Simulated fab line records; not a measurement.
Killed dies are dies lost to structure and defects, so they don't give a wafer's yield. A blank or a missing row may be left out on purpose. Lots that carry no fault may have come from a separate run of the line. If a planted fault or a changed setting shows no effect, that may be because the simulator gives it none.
One fault through the eyes of 2 desks / flow sky130 / every desk sees just its own numbers, and what lay behind them comes last

## DESK OF THE TOOL OWNER: implanter-03
For each lot that ran on this tool, the mean over its sampled wafers that have a number, from the tool's own readings at SKY_LDD_N_IMPLANT_11. The brackets show how far a lot's mean lies from the usual mean; more than 4 standard deviations puts the lot out of limits, marked OUT.
Columns: A = beam_on_s at SKY_LDD_N_IMPLANT_11, usual 10.02 s; B = faraday_current_uA at SKY_LDD_N_IMPLANT_11, usual 422; C = rotation_deg at SKY_LDD_N_IMPLANT_11, usual 292.99 degrees
lot=L391; first seen here=day 19 01:50; A=9.82; B=430; C=292.98
lot=L398; first seen here=day 21 05:45; A=10.13; B=417; C=293.03
lot=L399; first seen here=day 22 00:35; A=10.11; B=417; C=293.01
lot=L401; first seen here=day 22 10:24; A=11.30 (+6.4) OUT; B=376 (-5.5) OUT; C=293.02
lot=L405; first seen here=day 23 19:52; A=11.40 (+6.9) OUT; B=374 (-5.7) OUT; C=292.94
lot=L406; first seen here=day 24 02:12; A=10.76; B=398; C=292.98
This desk's finding: out of limits on L401, L405; first on L401, day 22 10:24 (beam_on_s at SKY_LDD_N_IMPLANT_11). In limits: L391, L398, L399, L406.

## THE METROLOGY DESK
Lot by lot, what the gauges showed, no matter which tool ran the lot: averages of those sampled wafers that carry a number. The brackets show how far a lot's mean lies from the usual mean; more than 4 standard deviations puts the lot out of limits, marked OUT.
Columns: A = GATE_OXIDE_TW at SKY_GATE_OXIDE_TW_MEAS_14, usual 224.1; B = LDD_P_OVL at SKY_LDD_P_OVL_MEAS_08, usual 0.1 nm
lot=L390; first seen here=day 14 12:20; A=226.7; B=1.0
lot=L391; first seen here=day 15 01:31; A=225.7; B=0.8
lot=L392; first seen here=day 15 14:34; A=225.0; B=1.4
lot=L395; first seen here=day 16 03:35; A=223.5; B=-1.0
lot=L398; first seen here=day 17 02:52; A=226.3; B=0.1
lot=L399; first seen here=day 17 11:56; A=223.5; B=-0.6
lot=L401; first seen here=day 18 04:35; A=222.2; B=0.2
lot=L405; first seen here=day 19 16:47; A=220.8; B=-2.6
lot=L406; first seen here=day 19 22:45; A=225.0; B=-0.8
lot=L411; first seen here=day 21 16:05; A=221.5; B=1.1
lot=L412; first seen here=day 22 00:50; A=226.4; B=1.1
lot=L413; first seen here=day 22 03:04; A=225.4; B=2.0
This desk found nothing out of limits on any of the 12 lots.

## TAKEN TOGETHER
On L401, L405, at day 22 10:24, an alarm was possible from the tool owner's desk.
Nothing out of limits was seen by the metrology desk.
The metrology desk holds a record of L401, L405, inside its limits.
Of the lots named, all ran SKY_LDD_N_IMPLANT_11 on implanter-03.

## WHAT WAS PUT IN BY THE SIMULATOR
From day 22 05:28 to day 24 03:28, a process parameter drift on implanter-03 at SKY_LDD_N_IMPLANT_11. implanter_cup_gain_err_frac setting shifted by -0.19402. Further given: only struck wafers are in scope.
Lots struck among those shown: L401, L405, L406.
Hours from the fault's start to each desk's first reading out of limits: the tool owner's desk, 5.
